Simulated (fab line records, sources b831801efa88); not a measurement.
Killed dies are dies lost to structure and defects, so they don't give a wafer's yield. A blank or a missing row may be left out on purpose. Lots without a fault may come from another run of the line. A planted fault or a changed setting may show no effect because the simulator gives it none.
Chamber matching | flow gf180mcu | GF_HV_LDD_ETCHBACK_58 on rie_diel-04: 4 sister chambers
The step etches Si3N4 in CH3F/O2, stops on SiO2, time 100 s, target depth 90 nm. 14 wafers are shown with their chamber, then 7 later ones without.

WAFERS WITH THEIR CHAMBER
wafer  | chamber | drypump_motor_current_A (A) | oes_product_au (a.u.) | throttle_valve_pct (%)
L209.1 | 3       | 6.1                         | 0.841                 | 10.565
L209.3 | 1       | 6.7                         | 0.832                 | 10.579
L209.5 | 3       | 6.1                         | 0.841                 | 10.549
L213.1 | 3       | 6.1                         | 0.840                 | 10.568
L213.2 | 0       | 5.7                         | 0.845                 | 10.559
L213.5 | 2       | 6.4                         | 0.847                 | 10.550
L218.3 | 1       | 6.7                         | 0.828                 | 10.547
L218.4 | 0       | 5.7                         | 0.828                 | 10.552
L218.6 | 1       | 6.7                         | 0.845                 | 10.562
L220.2 | 3       | 6.1                         | 0.854                 | 10.565
L220.3 | 1       | 6.7                         | 0.849                 | 10.541
L220.6 | 3       | 6.2                         | 0.848                 | 10.549
L221.2 | 3       | 6.1                         | 0.846                 | 10.567
L221.4 | 2       | 6.3                         | 0.846                 | 10.556

SIGNATURES (means of the wafers above)
reading                 | chamber 0 | chamber 1 | chamber 2 | chamber 3 | scatter within a chamber
drypump_motor_current_A | 5.700     | 6.700     | 6.350     | 6.117     | 0.0365
oes_product_au          | 0.83650   | 0.83850   | 0.84650   | 0.84500   | 0.00773
throttle_valve_pct      | 10.55550  | 10.55725  | 10.55300  | 10.56050  | 0.0114
Rule: a wafer's distance from a chamber is the root of the sum, over the readings, of the square of ((its reading less the chamber's mean) divided by the reading's scatter). The wafer belongs to the nearest chamber; if the next one is less than 2 further off, it can't be placed. The scatter: the root of (the sum of the squares of (reading less its chamber's mean) over the shown wafers, divided by (wafers less chambers)).

WAFERS WITHOUT THEIR CHAMBER
wafer  | drypump_motor_current_A (A) | oes_product_au (a.u.) | throttle_valve_pct (%)
L221.6 | 6.1                         | 0.847                 | 10.558
L229.1 | 6.4                         | 0.832                 | 10.553
L229.2 | 6.7                         | 0.845                 | 10.571
L229.4 | 5.7                         | 0.842                 | 10.566
L231.3 | 6.7                         | 0.843                 | 10.560
L231.4 | 5.7                         | 0.844                 | 10.567
L231.5 | 5.7                         | 0.838                 | 10.560

WHICH CHAMBER EACH WENT THROUGH
wafer  | from the rows above | in truth
L221.6 | 3                   | 3
L229.1 | 2                   | 2
L229.2 | 1                   | 1
L229.4 | 0                   | 0
L231.3 | 1                   | 1
L231.4 | 0                   | 0
L231.5 | 0                   | 0
Placed correctly: 7 of 7. Can't be placed from these rows: 0. Placed wrongly: 0.
